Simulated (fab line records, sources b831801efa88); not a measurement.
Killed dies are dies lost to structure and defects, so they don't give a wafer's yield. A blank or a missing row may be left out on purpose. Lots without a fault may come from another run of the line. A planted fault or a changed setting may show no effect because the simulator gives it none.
fab line records | flow gf180mcu
record lots=13 wafers=39 last_day=34
route steps=602 shown MVPSD@82 M2@362 M3@411
lots that met no fault: from a run of the same line without faults
start_h: hours from the record's first day to the start of the lot's first wafer shown | wait_h: hours since the lot's step before | " the same as in the row above | L1.1+2: a row that stands for several wafers | - no value, or no start given | * or withheld: withheld | < > ~ a bound
route shown NAME@n: a module of which the file shows steps, and the number in the route of the first | usual: mean/standard deviation of fault-free wafers | same: alike in all rows | chamber/n: place in a boat | sites: the reading at each site | _std_site: their standard deviation | _edge_site: outer sites' mean less inner sites' | radius_mm: how far each site lies from the wafer's centre | mask NAME#n: copy n | behind: the tool/chamber that last shaped the wafer | hold: why the lot was held/for how many hours/how that ended | device: the transistor (n, p or np) that didn't switch | end of line: the same wafers' tests at the end of the route | a step without rows: its recipe alone | killed: dies lost to structure and defects at the first sort, not the wafer's yield | map: a wafer's dies, x killed, . not, _ none there
set.NAME: the setting as run; set.NAME@STEP: as run at that earlier step | model.NAME: the simulator's own value behind a step, which no gauge read
steps of the route over a sample of lots; a table a step, a row a wafer
services: from which hour (start_h, from the record's first day; less than 0 if before it) a tool's chamber was out of use, for how many hours, and why
## steps
# step GF_MVPSD_EXPOSE_04
# recipe mask_id=MVPSD target_cd_nm=1000 na=0.6 source_shape=conventional sigma_outer=0.6 dose_mj=260
# usual exposure_dose_mJ_cm2=260.05/0.25
# same na=0.6
# columns lot.wafer tool chamber start_h wait_h mask exposure_dose_mJ_cm2
L856.1 iline_stepper-01 0 88.27 - MVPSD#0 261.00
L856.4 " 0 " " MVPSD#0 260.59
L856.6 " 0 " " MVPSD#0 260.28
L857.1 iline_stepper-01 0 92.86 - MVPSD#0 260.21
L857.2 " 0 " " MVPSD#0 260.03
L857.4 " 0 " " MVPSD#0 259.65
L859.2 iline_stepper-02 0 103.89 - MVPSD#0 259.93
L859.4 " 0 " " MVPSD#0 260.00
L859.5 " 0 " " MVPSD#0 259.84
L860.2 iline_stepper-01 0 110.49 - MVPSD#0 260.35
L860.3 " 0 " " MVPSD#0 260.47
L860.4 " 0 " " MVPSD#0 260.51
L861.3 iline_stepper-01 0 115.94 - MVPSD#0 259.95
L861.4 " 0 " " MVPSD#0 260.18
L861.5 " 0 " " MVPSD#0 260.13
L862.1 iline_stepper-01 0 126.68 - MVPSD#0 259.87
L862.3 " 0 " " MVPSD#0 259.89
L862.6 " 0 " " MVPSD#0 260.09
L867.1 iline_stepper-01 0 168.37 - MVPSD#0 260.11
L867.4 " 0 " " MVPSD#0 259.51
L867.6 " 0 " " MVPSD#0 259.80
L870.2 iline_stepper-01 0 173.44 - MVPSD#0 260.11
L870.3 " 0 " " MVPSD#0 260.08
L870.6 " 0 " " MVPSD#0 260.28
L871.2 iline_stepper-01 0 183.87 - MVPSD#0 260.02
L871.3 " 0 " " MVPSD#0 260.37
L871.4 " 0 " " MVPSD#0 260.06
L872.1 iline_stepper-02 0 184.27 - MVPSD#0 260.26
L872.3 " 0 " " MVPSD#0 260.13
L872.4 " 0 " " MVPSD#0 260.16
L873.1 iline_stepper-02 0 193.83 - MVPSD#0 260.31
L873.2 " 0 " " MVPSD#0 260.58
L873.5 " 0 " " MVPSD#0 260.22
L878.1 iline_stepper-02 0 220.85 - MVPSD#0 260.12
L878.3 " 0 " " MVPSD#0 259.98
L878.4 " 0 " " MVPSD#0 260.29
L879.2 iline_stepper-02 0 224.12 - MVPSD#0 259.85
L879.4 " 0 " " MVPSD#0 259.95
L879.6 " 0 " " MVPSD#0 259.62
# step GF_MVPSD_OVL_MEAS_07
# usual MVPSD_OVL=0.5/1.4
# columns lot.wafer tool chamber start_h wait_h hold MVPSD_OVL[nm]
L856.1 overlay-01 - 94.20 - - 0.2
L856.4 " - " " - 0.4
L856.6 " - " " - -0.1
L857.1 overlay-02 - 99.10 - - -3.3
L857.2 " - " " - -2.1
L857.4 " - " " - -3.4
L859.2 overlay-02 - 111.80 - - 1.0
L859.4 " - " " - 1.0
L859.5 " - " " - 0.2
L860.2 overlay-02 - 117.10 - - -0.1
L860.3 " - " " - 2.5
L860.4 " - " " - 2.7
L861.3 overlay-01 - 122.81 - - -0.8
L861.4 " - " " - -0.4
L861.5 " - " " - -1.1
L862.1 overlay-02 - 134.13 - - 2.2
L862.3 " - " " - 2.2
L862.6 " - " " - 1.5
L867.1 overlay-02 - 176.35 - - -1.3
L867.4 " - " " - 1.8
L867.6 " - " " - 2.0
L870.2 overlay-02 - 181.30 - await_dispo/0.2h/release 164.5
L870.3 " - " " await_dispo/0.2h/release 164.3
L870.6 " - " " await_dispo/0.2h/release 165.0
L870.2 overlay-02 - 181.51 0.2 - 165.7
L870.3 " - " " - 165.7
L870.6 " - " " - 166.5
L871.2 overlay-02 - 192.23 - await_dispo/0.2h/release 163.1
L871.3 " - " " await_dispo/0.2h/release 164.2
L871.4 " - " " await_dispo/0.2h/release 163.8
L871.2 overlay-02 - 192.46 0.2 - 165.0
L871.3 " - " " - 166.1
L871.4 " - " " - 165.0
L872.1 overlay-01 - 192.65 - - 1.7
L872.3 " - " " - -0.5
L872.4 " - " " - 2.4
L873.1 overlay-01 - 202.23 - - -0.4
L873.2 " - " " - -1.7
L873.5 " - " " - 0.4
L878.1 overlay-02 - 229.45 - - 2.9
L878.3 " - " " - 0.8
L878.4 " - " " - 2.8
L879.2 overlay-02 - 233.25 - - 0.7
L879.4 " - " " - 0.9
L879.6 " - " " - 0.1
# step GF_M2_SPUTTER_00
# recipe material=Ti target_thk_nm=37.5 arriving_ion_energy_ev=80 substrate_temp_c=200 chamber_pressure_pa=2 power_w=4000 time_s=150
# usual chamber_pressure_pa=2.000/0.0041 throttle_valve_pct=30.0/0.77
# columns lot.wafer tool chamber start_h wait_h chamber_pressure_pa throttle_valve_pct
L856.1 pvd_sputter-02 - 404.89 0.1 2.000 29.6
L856.4 " - " " 2.000 29.6
L856.6 " - " " 1.996 29.5
L857.1 pvd_sputter-03 - 416.89 0.1 2.002 30.1
L857.2 " - " " 1.998 29.6
L857.4 " - " " 2.003 30.1
L859.2 pvd_sputter-03 - 436.01 0.2 2.001 29.8
L859.4 " - " " 1.996 29.5
L859.5 " - " " 1.996 30.2
L860.2 pvd_sputter-01 - 443.03 0.1 2.004 31.5
L860.3 " - " " 2.002 29.4
L860.4 " - " " 2.009 29.5
L861.3 pvd_sputter-01 - 450.54 0.2 2.003 28.9
L861.4 " - " " 1.997 29.5
L861.5 " - " " 2.004 31.0
L862.1 pvd_sputter-01 - 469.63 0.2 2.003 29.5
L862.3 " - " " 2.003 29.3
L862.6 " - " " 2.003 31.2
L867.1 pvd_sputter-02 - 532.00 0.2 2.005 29.5
L867.4 " - " " 1.994 28.9
L867.6 " - " " 1.993 29.6
L872.1 pvd_sputter-03 - 556.07 0.2 2.006 29.4
L872.3 " - " " 2.003 31.0
L872.4 " - " " 2.002 30.3
L873.1 pvd_sputter-01 - 568.34 0.2 2.006 29.7
L873.2 " - " " 1.999 29.4
L873.5 " - " " 1.998 29.6
L878.1 pvd_sputter-03 - 597.46 0.1 1.999 31.2
L878.3 " - " " 1.998 29.3
L878.4 " - " " 1.996 30.2
L879.2 pvd_sputter-01 - 605.20 0.2 2.002 29.1
L879.4 " - " " 1.999 29.4
L879.6 " - " " 1.994 29.0
# step GF_M2_SPUTTER_04
# recipe material=TiN target_thk_nm=50 power_w=6500 time_s=41.7 chamber_pressure_pa=0.4
# usual chamber_pressure_pa=0.3999/0.00083 throttle_valve_pct=30.0/0.74
# columns lot.wafer tool chamber start_h wait_h chamber_pressure_pa throttle_valve_pct
L856.1 pvd_sputter-02 - 405.07 0.0 0.4000 29.4
L856.4 " - " " 0.4001 29.5
L856.6 " - " " 0.3991 29.6
L857.1 pvd_sputter-03 - 417.07 0.0 0.4019 30.0
L857.2 " - " " 0.4007 29.5
L857.4 " - " " 0.3996 30.2
L859.2 pvd_sputter-03 - 436.19 0.0 0.3990 30.2
L859.4 " - " " 0.4002 29.4
L859.5 " - " " 0.3995 29.9
L860.2 pvd_sputter-01 - 443.22 0.0 0.3995 31.2
L860.3 " - " " 0.3995 29.6
L860.4 " - " " 0.3981 29.6
L861.3 pvd_sputter-01 - 450.72 0.0 0.3986 29.0
L861.4 " - " " 0.3997 29.7
L861.5 " - " " 0.4014 31.1
L862.1 pvd_sputter-01 - 469.81 0.0 0.3998 29.7
L862.3 " - " " 0.3991 29.6
L862.6 " - " " 0.4009 31.4
L867.1 pvd_sputter-02 - 532.18 0.0 0.3995 29.6
L867.4 " - " " 0.3999 28.9
L867.6 " - " " 0.3995 29.8
L872.1 pvd_sputter-03 - 556.26 0.0 0.3991 29.4
L872.3 " - " " 0.3992 31.0
L872.4 " - " " 0.3983 30.0
L873.1 pvd_sputter-01 - 568.52 0.0 0.4005 29.8
L873.2 " - " " 0.3994 29.6
L873.5 " - " " 0.4014 29.8
L878.1 pvd_sputter-03 - 597.64 0.0 0.3996 31.0
L878.3 " - " " 0.3995 29.5
L878.4 " - " " 0.4006 30.3
L879.2 pvd_sputter-01 - 605.38 0.0 0.4003 29.2
L879.4 " - " " 0.3990 29.3
L879.6 " - " " 0.4002 29.1
# step GF_M3_SPUTTER_02
# recipe material=AlCu target_thk_nm=450 power_w=10600 time_s=23.9 chamber_pressure_pa=0.4
# usual chamber_pressure_pa=0.4001/0.00087 throttle_valve_pct=30.2/0.85
# columns lot.wafer tool chamber start_h wait_h chamber_pressure_pa throttle_valve_pct
L856.1 pvd_sputter-04 - 454.60 0.0 0.4007 31.2
L856.4 " - " " 0.3996 31.2
L856.6 " - " " 0.3995 28.6
L857.1 pvd_sputter-01 - 467.78 0.0 0.3995 31.2
L857.2 " - " " 0.4008 29.3
L857.4 " - " " 0.4008 29.4
L859.2 pvd_sputter-03 - 486.80 0.0 0.4007 31.2
L859.4 " - " " 0.4002 30.1
L859.5 " - " " 0.4012 30.2
L860.2 pvd_sputter-03 - 493.94 0.0 0.3998 30.2
L860.3 " - " " 0.3989 30.1
L860.4 " - " " 0.4004 31.1
L861.3 pvd_sputter-01 - 500.93 0.0 0.3998 28.9
L861.4 " - " " 0.4006 29.6
L861.5 " - " " 0.4011 29.7
L862.1 pvd_sputter-01 - 519.91 0.0 0.4005 29.8
L862.3 " - " " 0.3996 29.0
L862.6 " - " " 0.4006 31.2
L867.1 pvd_sputter-03 - 580.22 0.0 0.3999 30.9
L867.4 " - " " 0.3991 29.4
L867.6 " - " " 0.4015 30.4
L872.1 pvd_sputter-03 - 601.91 0.0 0.4010 30.2
L872.3 " - " " 0.4006 30.2
L872.4 " - " " 0.4001 29.4
L873.1 pvd_sputter-01 - 613.51 0.0 0.4009 31.5
L873.2 " - " " 0.3994 29.1
L873.5 " - " " 0.4008 29.1
L878.1 pvd_sputter-03 - 640.89 0.0 0.3999 29.9
L878.3 " - " " 0.4012 30.3
L878.4 " - " " 0.3999 31.3
L879.2 pvd_sputter-03 - 649.28 0.0 0.3991 30.3
L879.4 " - " " 0.3996 29.4
L879.6 " - " " 0.4000 30.9
## services
# columns tool chamber start_h hours kind
iline_stepper-02 - 76.98 2.1 pm
iline_stepper-02 - 91.93 1.7 pm
pvd_sputter-03 - 113.85 4.8 repair
iline_stepper-01 - 165.22 1.7 pm
pvd_sputter-01 - 269.49 8.7 repair
iline_stepper-01 - 286.49 28.9 pm
iline_stepper-02 - 315.38 1.7 pm
iline_stepper-02 - 347.60 0.6 repair
iline_stepper-01 - 383.40 1.7 pm
pvd_sputter-03 - 429.80 2.0 repair
pvd_sputter-02 - 449.58 3.6 repair
iline_stepper-01 - 449.65 0.6 repair
pvd_sputter-03 - 462.55 7.1 repair
pvd_sputter-02 - 465.84 12.9 repair
pvd_sputter-01 - 476.02 20.7 repair
pvd_sputter-03 - 483.07 3.2 repair
pvd_sputter-01 - 511.26 1.5 repair
pvd_sputter-02 - 521.81 5.0 repair
iline_stepper-02 - 528.29 1.7 pm
pvd_sputter-02 - 580.21 3.0 repair
iline_stepper-01 - 584.93 12.8 repair
iline_stepper-01 - 592.18 4.7 repair
iline_stepper-01 - 601.58 1.7 pm
pvd_sputter-03 - 617.45 0.5 repair
## key
first_sign step=GF_MVPSD_OVL_MEAS_07 reading=visit direction=added
effect step=GF_MVPSD_OVL_MEAS_07 reading=MVPSD_OVL direction=up sigmas=99+ usual=0.5 struck=164.1
met_at GF_MVPSD_EXPOSE_04
struck_lots L870,L871
scrapped_behind GF_MVPSD_OVL_MEAS_07 L870.2,L870.3,L870.6,L871.2,L871.3,L871.4
not_acting_at GF_M2_SPUTTER_00,GF_M2_SPUTTER_04,GF_M3_SPUTTER_02
onset_between 168.37 173.44
fault kind=scanner_matching_overlay tool=iline_stepper-01 chamber=- onset_h=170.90 steps=GF_MVPSD_EXPOSE_04 offset=163.85
